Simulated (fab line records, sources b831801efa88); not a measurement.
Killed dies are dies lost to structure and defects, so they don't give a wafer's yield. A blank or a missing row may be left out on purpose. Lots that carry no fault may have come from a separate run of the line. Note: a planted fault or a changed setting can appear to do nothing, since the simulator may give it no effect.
Code-filled problem report in 8D (eight disciplines) form	flow sky130	the parts of the form that need people (team, actions taken, sign-off) are left out

## 1. THE PROBLEM
SD_N_RS at SKY_SD_N_RS_MEAS_16 reads a mean of 72.07 ohm/sq on 6 wafers of 2 lots; wafers without a fault read 68.61 ohm/sq with a standard deviation of 0.12. That puts it +29 standard deviations away from the usual mean.
The step: measures by four-point-probe.
First seen on wafer L224.3, day 33 02:12, on film_metro-01. The record holds 33 wafers of 11 lots with a number at this step. By rule, "out" or "out of limits" means more than 4 standard deviations away from the usual mean. Any other wafer with a number is counted as sound.

## 2. WHAT IT IS; WHAT IT IS NOT
question	is	is not
which readings at this step	SD_N_RS	-
which lots	L224, L225	L209, L213, L214, L215, L216, L217, L218, L229, L231
which wafers of those lots	all that have a number	-
read on which gauges	film_metro-01, film_metro-02	film_metro-03
when	from day 33 02:12	up to then (21 sound wafers); but 6 sound wafers of L229, L231 came after

## 3. THE SUSPECTS, EACH WITH WHAT RULES IT OUT
Counting: a tool at a process step up to the reading stays a suspect if it ran every lot that is out and no sound lot after the first of them.
- the gauge at SKY_SD_N_RS_MEAS_16: ruled out. Those wafers that are out were read across 2 gauges (film_metro-01, film_metro-02).
- rie_diel-02 at SKY_POLY_CUT_ETCH_10 (etches BARC in N2/H2, stops on SiO2, time 45.9 s, target depth 60 nm): kept. Every lot that is out went through it, starting with L224 (day 29 14:26), and after that it ran no sound lot; the last sound lot it ran before then is L218 (day 27 21:28).
- rtp_anneal-02 at SKY_SD_N_RTA_14 (time 2 s): kept. Every lot that is out went through it, starting with L224 (day 33 02:00), and after that it ran no sound lot; the last sound lot it ran before then is L218 (day 31 09:44). On those wafers its own readings are out: lamp_power_pct.
What counting leaves: rie_diel-02 at SKY_POLY_CUT_ETCH_10 and rtp_anneal-02 at SKY_SD_N_RTA_14.

## 4. THE CAUSE (what the simulator had put in)
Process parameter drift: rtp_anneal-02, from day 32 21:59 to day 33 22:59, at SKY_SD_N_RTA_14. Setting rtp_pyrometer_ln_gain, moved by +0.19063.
This tool is one of the 2 suspects left after counting.

## 5. SEQUENCE OF EFFECTS, ordered by route
Rows list readings where the struck wafers' mean (over those with a number) sits beyond 3 standard deviations from the usual. Readings are gone through only where the record gives a usual standard deviation; hours: the median, over the lots, of the time from a lot's start at the first step in this table giving one to that lot's start at this step; sigmas: the change measured in usual standard deviations.
hours	step	reading	usual	on struck wafers	change	sigmas
0	SKY_SD_N_RTA_14	lamp_power_pct	15.73 %	14.97	-0.76	-14
0	SKY_SD_N_RS_MEAS_16	SD_N_RS	68.61 ohm/sq	72.07	+3.46	+29
0	SKY_SD_N_RS_MEAS_17	SD_P_RS	147.1 ohm/sq	167.2	+20.1	+51
Its process steps:
- SKY_SD_N_RTA_14: time 2 s.
Later steps that measure or inspect, where all struck wafers having a row at the step show a number for every such reading and not one has moved that far: SKY_SD_N_RS_MEAS_18, SKY_LI_CONTACT_THK_MEAS_01.

## 6. HOW IT WOULD HAVE BEEN CAUGHT EARLIER
4 hours passed between the start of the fault at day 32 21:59 and the first reading out of limits at a measuring or inspecting step in this record, taken at day 33 02:12.
Tool's own readings at SKY_SD_N_RTA_14, lamp_power_pct: out on all struck wafers the step has rows for; an alarm limit on them would have tripped on the first.
Of the lots that are out (2), L225 began SKY_SD_N_RTA_14 on rtp_anneal-02 after day 33 02:12. Putting the tool on hold at that point would have spared it.
